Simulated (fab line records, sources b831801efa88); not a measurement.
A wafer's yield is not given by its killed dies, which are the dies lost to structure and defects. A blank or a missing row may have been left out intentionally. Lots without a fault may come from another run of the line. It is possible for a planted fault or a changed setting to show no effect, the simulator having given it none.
fab line records -- flow sky130
record lots=13, wafers=39, last_day=50
route steps=708 shown VT_ADJUST_HVTR@138 POLY_GATE@232 LDD_P@263 PAD_OPEN@708
lots that met no fault: from a run of the same line without faults
start_h: the number of hours between the record's first day and the start of the first shown wafer of the lot -- wait_h: hours from the lot's prior step to this one -- " unchanged from the row above -- L1.1+2: one row covering several wafers at once -- - value missing, or start not given -- * or withheld: withheld -- < > ~ a bound
route shown NAME@n: NAME is a module with steps in the file, n the number in the route of the first one -- usual: mean and standard deviation over wafers with no fault -- same: alike in all rows -- chamber/n: place in a boat -- sites: per-site readings -- _std_site: standard deviation of those values -- _edge_site: mean of outer sites minus mean of inner sites -- radius_mm: for every site, how far away it sits from the centre of the wafer -- mask NAME#n: copy n -- behind: the last tool/chamber to shape the wafer -- hold: what put the lot on hold/how long, in hours/how the hold closed -- device: the transistor (n, p or np) that didn't switch -- end of line: the tests these same wafers got at the end of their route -- for a step that has no rows: nothing shown but its recipe -- killed: count of dies lost to structure and defects at first sort (not the wafer's yield) -- map: a wafer's dies, marking killed ones x, the rest . and places with no die _
set.NAME: setting as actually run; set.NAME@STEP: the setting as run at that earlier step -- model.NAME: the simulator's own value behind a step, which no gauge read
a sample of lots followed through the steps of the route, with each step as a table and each wafer as a row
services: when a tool's chamber went out of use (start_h, in hours from the record's first day, below 0 if earlier), for how many hours, and the reason
## steps
# step SKY_VT_ADJUST_HVTR_CD_MEAS_07
# recipe target_cd_nm=380
# usual cd_nm=380.4/2
lot.wafer,tool,chamber,start_h,wait_h,cd_nm
L723.3,cd_sem-02,-,225.51,0.1,382.3
L723.4,cd_sem-02,-,225.51,0.1,381.1
L723.5,cd_sem-02,-,225.51,0.1,382.7
L725.4,cd_sem-02,-,236.58,0.1,380.2
L725.5,cd_sem-02,-,236.58,0.1,381.0
L725.6,cd_sem-02,-,236.58,0.1,381.0
L726.1,cd_sem-02,-,241.25,0.1,380.8
L726.2,cd_sem-02,-,241.25,0.1,380.5
L726.6,cd_sem-02,-,241.25,0.1,380.4
L727.2,cd_sem-02,-,243.24,0.1,383.0
L727.3,cd_sem-02,-,243.24,0.1,380.7
L727.4,cd_sem-02,-,243.24,0.1,381.0
L731.1,cd_sem-01,-,270.92,0.1,385.6
L731.5,cd_sem-01,-,270.92,0.1,383.8
L731.6,cd_sem-01,-,270.92,0.1,384.2
L732.2,cd_sem-01,-,276.72,0.1,381.4
L732.3,cd_sem-01,-,276.72,0.1,380.1
L732.5,cd_sem-01,-,276.72,0.1,381.0
L738.3,cd_sem-02,-,315.09,0.1,379.6
L738.4,cd_sem-02,-,315.09,0.1,381.2
L738.6,cd_sem-02,-,315.09,0.1,381.4
L740.1,cd_sem-02,-,327.51,0.1,380.1
L740.3,cd_sem-02,-,327.51,0.1,380.7
L740.6,cd_sem-02,-,327.51,0.1,379.7
L742.2,cd_sem-02,-,344.38,0.1,377.3
L742.3,cd_sem-02,-,344.38,0.1,379.2
L742.6,cd_sem-02,-,344.38,0.1,378.4
L743.2,cd_sem-01,-,353.48,0.1,381.0
L743.5,cd_sem-01,-,353.48,0.1,382.4
L743.6,cd_sem-01,-,353.48,0.1,380.5
L744.2,cd_sem-01,-,364.71,0.1,378.1
L744.4,cd_sem-01,-,364.71,0.1,377.5
L744.5,cd_sem-01,-,364.71,0.1,375.2
L745.3,cd_sem-02,-,365.98,0.1,378.2
L745.4,cd_sem-02,-,365.98,0.1,380.3
L745.5,cd_sem-02,-,365.98,0.1,377.5
L746.1,cd_sem-01,-,375.07,0.2,379.1
L746.3,cd_sem-01,-,375.07,0.2,380.0
L746.5,cd_sem-01,-,375.07,0.2,379.6
# step SKY_VT_ADJUST_HVTR_OVL_MEAS_08
# usual VT_ADJUST_HVTR_OVL=0.2/1.3
lot.wafer,tool,chamber,start_h,wait_h,VT_ADJUST_HVTR_OVL[nm]
L723.3,overlay-01,-,225.60,0.1,0.0
L723.4,overlay-01,-,225.60,0.1,-0.2
L723.5,overlay-01,-,225.60,0.1,1.0
L725.4,overlay-02,-,236.65,0.1,2.5
L725.5,overlay-02,-,236.65,0.1,1.0
L725.6,overlay-02,-,236.65,0.1,0.7
L726.1,overlay-02,-,241.37,0.1,0.9
L726.2,overlay-02,-,241.37,0.1,0.9
L726.6,overlay-02,-,241.37,0.1,2.0
L727.2,overlay-01,-,243.34,0.1,-2.1
L727.3,overlay-01,-,243.34,0.1,-2.1
L727.4,overlay-01,-,243.34,0.1,-1.0
L731.1,overlay-01,-,271.04,0.1,0.2
L731.5,overlay-01,-,271.04,0.1,-0.8
L731.6,overlay-01,-,271.04,0.1,-0.2
L732.2,overlay-02,-,276.83,0.1,0.3
L732.3,overlay-02,-,276.83,0.1,1.0
L732.5,overlay-02,-,276.83,0.1,1.2
L738.3,overlay-02,-,315.19,0.1,0.8
L738.4,overlay-02,-,315.19,0.1,-0.2
L738.6,overlay-02,-,315.19,0.1,2.9
L740.1,overlay-01,-,327.63,0.1,-0.3
L740.3,overlay-01,-,327.63,0.1,0.3
L740.6,overlay-01,-,327.63,0.1,-0.4
L742.2,overlay-02,-,344.49,0.1,3.2
L742.3,overlay-02,-,344.49,0.1,1.8
L742.6,overlay-02,-,344.49,0.1,1.6
L743.2,overlay-01,-,353.59,0.1,1.6
L743.5,overlay-01,-,353.59,0.1,0.8
L743.6,overlay-01,-,353.59,0.1,1.1
L744.2,overlay-02,-,364.81,0.1,2.8
L744.4,overlay-02,-,364.81,0.1,1.5
L744.5,overlay-02,-,364.81,0.1,0.7
L745.3,overlay-01,-,366.07,0.1,0.5
L745.4,overlay-01,-,366.07,0.1,0.7
L745.5,overlay-01,-,366.07,0.1,2.8
L746.1,overlay-01,-,375.19,0.1,-1.6
L746.3,overlay-01,-,375.19,0.1,-0.9
L746.5,overlay-01,-,375.19,0.1,0.1
# step SKY_POLY_GATE_STRIP_18
# recipe chemistry=O2/N2, power_w=1400, pressure_mtorr=1500, platen_temp_c=withheld, o2_flow_sccm=3000, n2_flow_sccm=300, overash_fraction=0.5
# usual chamber_pressure_mTorr=1500.0/1.4, drypump_motor_current_A=5.6/0.6, oes_product_au=0.361/0.005, strip_time_to_endpoint_s=3.16/0.049
lot.wafer,tool,chamber,start_h,wait_h,chamber_pressure_mTorr,drypump_motor_current_A,oes_product_au,rf_hours_counter_h,strip_time_to_endpoint_s
L723.3,plasma_asher-01,1,390.96,0.1,1502.2,5.6,0.355,-,3.19
L723.4,plasma_asher-01,0,390.96,0.1,1499.1,6.4,0.357,-,3.07
L723.5,plasma_asher-01,1,390.96,0.1,1497.0,5.6,0.365,-,3.17
L725.4,plasma_asher-02,0,410.76,0.1,1500.7,4.9,0.362,-,3.21
L725.5,plasma_asher-02,1,410.76,0.1,1500.2,5.4,0.361,-,3.16
L725.6,plasma_asher-02,0,410.76,0.1,1497.7,4.9,0.362,-,3.21
L726.1,plasma_asher-03,1,413.21,0.0,1497.4,6.3,0.354,29,3.16
L726.2,plasma_asher-03,0,413.21,0.0,1499.9,4.9,0.358,29,3.11
L726.6,plasma_asher-03,1,413.21,0.0,1500.3,6.3,0.367,-,3.20
L727.2,plasma_asher-02,0,418.08,0.0,1501.2,4.9,0.351,72,3.14
L727.3,plasma_asher-02,1,418.08,0.0,1500.9,5.4,0.358,-,3.06
L727.4,plasma_asher-02,0,418.08,0.0,1498.9,4.9,0.357,-,3.19
L731.1,plasma_asher-02,1,453.81,0.0,1500.1,5.4,0.365,2,3.22
L731.5,plasma_asher-02,1,453.81,0.0,1500.2,5.4,0.352,-,3.14
L731.6,plasma_asher-02,0,453.81,0.0,1499.2,4.9,0.358,-,3.16
L732.2,plasma_asher-03,0,459.33,0.0,1501.9,4.9,0.362,34,3.12
L732.3,plasma_asher-03,0,459.33,0.0,1498.3,4.9,0.364,-,3.25
L732.5,plasma_asher-03,0,459.33,0.0,1499.7,4.9,0.365,-,3.22
L738.3,plasma_asher-01,0,506.71,0.1,-,-,-,-,-
L738.4,plasma_asher-01,1,506.71,0.1,-,-,-,-,-
L738.6,plasma_asher-01,0,506.71,0.1,-,-,-,-,-
L740.1,plasma_asher-02,1,521.41,0.0,-,-,-,-,-
L740.3,plasma_asher-02,0,521.41,0.0,-,-,-,-,-
L740.6,plasma_asher-02,0,521.41,0.0,-,-,-,-,-
L742.2,plasma_asher-01,1,539.38,0.0,1500.1,5.6,0.366,84,3.16
L742.3,plasma_asher-01,0,539.38,0.0,1499.9,6.4,0.352,-,3.21
L742.6,plasma_asher-01,0,539.38,0.0,1497.8,6.4,0.358,-,3.18
L743.2,plasma_asher-03,1,546.47,0.0,1500.9,6.3,0.366,43,3.18
L743.5,plasma_asher-03,0,546.47,0.0,1500.9,4.9,0.375,-,3.23
L743.6,plasma_asher-03,1,546.47,0.0,1501.9,6.4,0.364,-,3.24
L744.2,plasma_asher-01,0,563.33,0.0,1501.1,6.4,0.361,87,3.16
L744.4,plasma_asher-01,1,563.33,0.0,1497.8,5.6,0.365,-,3.20
L744.5,plasma_asher-01,0,563.33,0.0,1500.9,6.4,0.362,-,3.17
L745.3,plasma_asher-01,0,566.51,0.1,1500.5,6.4,0.357,-,3.12
L745.4,plasma_asher-01,1,566.51,0.1,1497.5,5.6,0.357,-,3.11
L745.5,plasma_asher-01,1,566.51,0.1,1498.7,5.6,0.357,-,3.07
L746.1,plasma_asher-02,1,571.17,0.0,1499.7,5.4,0.359,14,3.17
L746.3,plasma_asher-02,1,571.17,0.0,1498.3,5.4,0.361,-,3.12
L746.5,plasma_asher-02,1,571.17,0.0,1499.8,5.4,0.358,-,3.18
# step SKY_LDD_P_OVL_MEAS_08
# usual LDD_P_OVL=0.5/1.3
lot.wafer,tool,chamber,start_h,wait_h,LDD_P_OVL[nm]
L723.3,overlay-01,-,455.67,0.1,0.1
L723.4,overlay-01,-,455.67,0.1,0.3
L723.5,overlay-01,-,455.67,0.1,1.5
L725.4,overlay-02,-,476.07,0.1,-1.0
L725.5,overlay-02,-,476.07,0.1,-1.4
L725.6,overlay-02,-,476.07,0.1,-0.7
L726.1,overlay-02,-,478.07,0.1,-0.7
L726.2,overlay-02,-,478.07,0.1,0.1
L726.6,overlay-02,-,478.07,0.1,-0.7
L727.2,overlay-01,-,484.63,0.1,1.3
L727.3,overlay-01,-,484.63,0.1,2.3
L727.4,overlay-01,-,484.63,0.1,0.8
L731.1,overlay-02,-,518.71,0.1,-1.1
L731.5,overlay-02,-,518.71,0.1,0.1
L731.6,overlay-02,-,518.71,0.1,1.2
L732.2,overlay-02,-,526.39,0.1,0.3
L732.3,overlay-02,-,526.39,0.1,0.0
L732.5,overlay-02,-,526.39,0.1,1.5
L738.3,overlay-02,-,570.12,0.1,-0.5
L738.4,overlay-02,-,570.12,0.1,3.0
L738.6,overlay-02,-,570.12,0.1,1.5
L740.1,overlay-02,-,582.97,0.1,1.5
L740.3,overlay-02,-,582.97,0.1,-1.5
L740.6,overlay-02,-,582.97,0.1,-1.0
L742.2,overlay-02,-,602.01,0.1,1.2
L742.3,overlay-02,-,602.01,0.1,2.0
L742.6,overlay-02,-,602.01,0.1,1.7
L743.2,overlay-01,-,607.89,0.1,1.0
L743.5,overlay-01,-,607.89,0.1,-0.2
L743.6,overlay-01,-,607.89,0.1,0.6
L744.2,overlay-01,-,623.46,0.1,2.6
L744.4,overlay-01,-,623.46,0.1,1.0
L744.5,overlay-01,-,623.46,0.1,1.1
L745.3,overlay-01,-,627.83,0.1,-0.2
L745.4,overlay-01,-,627.83,0.1,0.4
L745.5,overlay-01,-,627.83,0.1,0.1
L746.1,overlay-02,-,631.12,0.1,-0.7
L746.3,overlay-02,-,631.12,0.1,-0.6
L746.5,overlay-02,-,631.12,0.1,0.0
# step SKY_PAD_OPEN_PROBE_99
# usual killed_at_M0_to_M3=43/7, killed_at_M4_up=3.1/1.9, killed_at_contacts=25/6.1, killed_at_front_end=15/4.5, killed_at_other=0.3/0.55, killed_dies=87/8.9, killed_on_rim=17/4, killed_open=47/6.4, killed_short=40/6.6
# same gross_dies=492, killed_at_back_side=0
lot.wafer,tool,chamber,start_h,wait_h,killed_at_M0_to_M3,killed_at_M4_up,killed_at_contacts,killed_at_front_end,killed_at_other,killed_dies,killed_on_rim,killed_open,killed_short
L725.4,prober-01,-,1109.27,0.2,51,7,34,19,0,111,16,51,60
L725.5,prober-01,-,1109.32,0.2,40,7,31,11,0,89,8,42,45
L725.6,prober-01,-,1109.37,0.2,46,4,21,16,0,87,18,45,41
L731.1,prober-02,-,1136.17,0.1,44,2,29,16,0,91,22,56,35
L731.5,prober-02,-,1136.37,0.2,28,3,32,12,0,75,15,44,31
L731.6,prober-02,-,1136.42,0.2,51,6,25,11,0,93,23,52,41
L738.3,prober-01,-,1165.14,0.2,46,1,21,424,0,492,96,43,43
L738.4,prober-01,-,1165.19,0.2,37,3,37,415,0,492,96,49,40
L738.6,prober-01,-,1165.29,0.2,39,0,22,430,1,492,96,53,26
L740.1,prober-02,-,1172.57,0.1,40,5,25,422,0,492,96,46,38
L740.3,prober-02,-,1172.67,0.2,37,0,22,432,1,492,96,44,30
L740.6,prober-02,-,1172.82,0.2,41,1,25,425,0,492,96,56,33
L742.2,prober-01,-,1185.31,0.1,36,8,30,18,0,92,19,47,44
L742.3,prober-01,-,1185.36,0.2,42,2,23,10,0,77,20,36,41
L742.6,prober-01,-,1185.51,0.2,36,2,32,11,0,81,13,44,37
L743.2,prober-02,-,1187.98,0.1,35,4,22,11,0,72,12,36,36
L743.5,prober-02,-,1188.13,0.2,44,2,21,13,0,80,16,44,36
L743.6,prober-02,-,1188.18,0.2,42,4,20,12,0,78,11,43,35
# killed by level:class
L725.4 CONTACT:geometric_particle:open=12 VIA1:geometric_particle:short=9 LI_CONTACT:geometric_particle:open=7 CONTACT:geometric_particle:short=7 VIA1:geometric_particle:open=6 METAL2:geometric_particle:short=6 VIA3:geometric_particle:open=6 FIELD_ISO:geometric_particle:short=5
L725.5 VIA1:geometric_particle:open=9 LI_CONTACT:geometric_particle:open=8 LOCAL_INTERCONNECT:geometric_particle:short=8 CONTACT:geometric_particle:short=6 CONTACT:geometric_particle:open=6 VIA3:geometric_particle:open=6 VIA1:geometric_particle:short=5 METAL2:geometric_particle:short=5
L725.6 CONTACT:geometric_particle:open=9 VIA1:geometric_particle:open=8 VIA3:geometric_particle:open=8 METAL1:geometric_particle:short=8 FIELD_ISO:geometric_particle:short=7 LI_CONTACT:geometric_particle:open=5 METAL3:geometric_particle:short=5 VIA3:geometric_particle:short=5
L731.1 CONTACT:geometric_particle:open=14 VIA1:geometric_particle:open=14 LI_CONTACT:geometric_particle:open=8 FIELD_ISO:geometric_particle:open=7 METAL3:geometric_particle:short=7 VIA3:geometric_particle:short=6 LOCAL_INTERCONNECT:geometric_particle:short=5 METAL2:geometric_particle:short=4
L731.5 LI_CONTACT:geometric_particle:open=12 CONTACT:geometric_particle:open=12 VIA1:geometric_particle:open=10 FIELD_ISO:geometric_particle:short=6 VIA1:geometric_particle:short=4 METAL2:geometric_particle:short=4 VIA3:geometric_particle:open=4 LI_CONTACT:geometric_particle:short=3
L731.6 CONTACT:geometric_particle:open=12 VIA1:geometric_particle:open=11 VIA1:geometric_particle:short=10 VIA3:geometric_particle:open=9 METAL2:geometric_particle:short=6 FIELD_ISO:geometric_particle:open=5 METAL1:geometric_particle:short=4 VIA2:geometric_particle:open=4
L738.3 POLY_GATE:area_oxidation=406 VIA2:geometric_particle:open=9 METAL1:geometric_particle:short=7 VIA1:geometric_particle:open=6 METAL2:geometric_particle:short=6 LI_CONTACT:geometric_particle:open=5 FIELD_ISO:geometric_particle:open=4 SPACER:geometric_particle:short=4
L738.4 POLY_GATE:area_oxidation=403 CONTACT:geometric_particle:open=10 LI_CONTACT:geometric_particle:open=10 VIA1:geometric_particle:open=9 CONTACT:geometric_particle:short=8 VIA2:geometric_particle:open=8 METAL1:geometric_particle:short=7 FIELD_ISO:geometric_particle:open=4
L738.6 POLY_GATE:area_oxidation=413 VIA1:geometric_particle:open=12 VIA2:geometric_particle:open=9 LI_CONTACT:geometric_particle:open=7 VIA3:geometric_particle:open=6 METAL1:geometric_particle:short=4 FIELD_ISO:geometric_particle:open=4 LOCAL_INTERCONNECT:geometric_particle:short=4
L740.1 POLY_GATE:area_oxidation=403 VIA3:geometric_particle:open=11 METAL1:geometric_particle:short=8 LI_CONTACT:geometric_particle:open=7 LOCAL_INTERCONNECT:geometric_particle:short=7 FIELD_ISO:geometric_particle:open=6 CONTACT:geometric_particle:open=6 POLY_GATE:geometric_particle:short=5
L740.3 POLY_GATE:area_oxidation=417 VIA2:geometric_particle:open=8 LI_CONTACT:geometric_particle:open=8 VIA3:geometric_particle:open=7 CONTACT:geometric_particle:open=6 VIA1:geometric_particle:open=6 METAL1:geometric_particle:short=5 POLY_GATE:geometric_particle:short=5
L740.6 POLY_GATE:area_oxidation=403 CONTACT:geometric_particle:open=11 VIA3:geometric_particle:open=9 POLY_GATE:geometric_particle:open=8 VIA1:geometric_particle:open=8 LI_CONTACT:geometric_particle:open=6 VIA2:geometric_particle:open=6 FIELD_ISO:geometric_particle:open=5
L742.2 CONTACT:geometric_particle:open=10 LI_CONTACT:geometric_particle:open=8 CONTACT:geometric_particle:short=7 VIA1:geometric_particle:open=7 FIELD_ISO:geometric_particle:short=6 METAL4:geometric_particle:short=6 METAL1:geometric_particle:short=5 POLY_GATE:geometric_particle:short=4
L742.3 CONTACT:geometric_particle:open=10 METAL2:geometric_particle:short=9 LI_CONTACT:geometric_particle:open=6 VIA1:geometric_particle:short=6 VIA1:geometric_particle:open=6 VIA3:geometric_particle:open=6 LOCAL_INTERCONNECT:geometric_particle:short=5 FIELD_ISO:geometric_particle:short=4
L742.6 CONTACT:geometric_particle:open=13 VIA1:geometric_particle:open=8 LI_CONTACT:geometric_particle:open=7 VIA3:geometric_particle:open=7 CONTACT:geometric_particle:short=5 METAL2:geometric_particle:short=5 LOCAL_INTERCONNECT:geometric_particle:short=4 FIELD_ISO:geometric_particle:open=3
L743.2 CONTACT:geometric_particle:open=9 VIA1:geometric_particle:open=8 VIA2:geometric_particle:open=8 METAL1:geometric_particle:short=7 LI_CONTACT:geometric_particle:open=5 METAL3:geometric_particle:short=5 FIELD_ISO:geometric_particle:short=4 METAL4:geometric_particle:short=4
L743.5 VIA2:geometric_particle:open=10 CONTACT:geometric_particle:open=9 VIA1:geometric_particle:open=7 CONTACT:geometric_particle:short=6 VIA1:geometric_particle:short=6 VIA3:geometric_particle:open=6 METAL1:geometric_particle:short=4 METAL2:geometric_particle:short=4
L743.6 VIA1:geometric_particle:short=9 CONTACT:geometric_particle:open=7 VIA1:geometric_particle:open=7 VIA2:geometric_particle:open=6 VIA3:geometric_particle:open=6 FIELD_ISO:geometric_particle:open=5 LI_CONTACT:geometric_particle:open=5 LOCAL_INTERCONNECT:geometric_particle:short=4
## services
tool,chamber,start_h,hours,kind
plasma_asher-02,-,421.25,9.0,pm
plasma_asher-02,0,421.25,9.0,vent_cycle
plasma_asher-02,1,421.25,9.0,vent_cycle
plasma_asher-02,0,430.25,-,clean
plasma_asher-02,1,430.25,-,clean
plasma_asher-02,-,436.40,1.2,repair
plasma_asher-02,-,498.19,2.2,repair
## key
first_sign step=SKY_POLY_GATE_STRIP_18, reading=tool_record, direction=missing
effect step=SKY_PAD_OPEN_PROBE_99, reading=killed_at_front_end, direction=up, sigmas=91, usual=15, struck=425
more_kills_born_at SKY_POLY_GATE_OXIDATION_20@furnace-01=2445
met_at SKY_POLY_GATE_STRIP_18
struck_lots L738,L740
later_rows_left_out L738.3,L738.4,L738.6,L740.1,L740.3,L740.6
tester_left_out L738,L740
not_acting_at SKY_VT_ADJUST_HVTR_CD_MEAS_07,SKY_VT_ADJUST_HVTR_OVL_MEAS_08,SKY_LDD_P_OVL_MEAS_08
onset_between 453.81 506.71
fault kind=skipped_step_whole, tool=plasma_asher-01,plasma_asher-02, chamber=-, onset_h=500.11, steps=SKY_POLY_GATE_STRIP_18, scope=struck_lots_only
# tester_left_out: of these lots the tester's yield and bins aren't shown, on N5 and GAA mostly nor the transistor test; their killed dies are dies lost to structure and defects alone, not to doping, threshold or leakage, so they don't give the yield
# later_rows_left_out: the simulator's readings of these wafers behind a module that went badly wrong aren't trusted and aren't shown, but for the sort
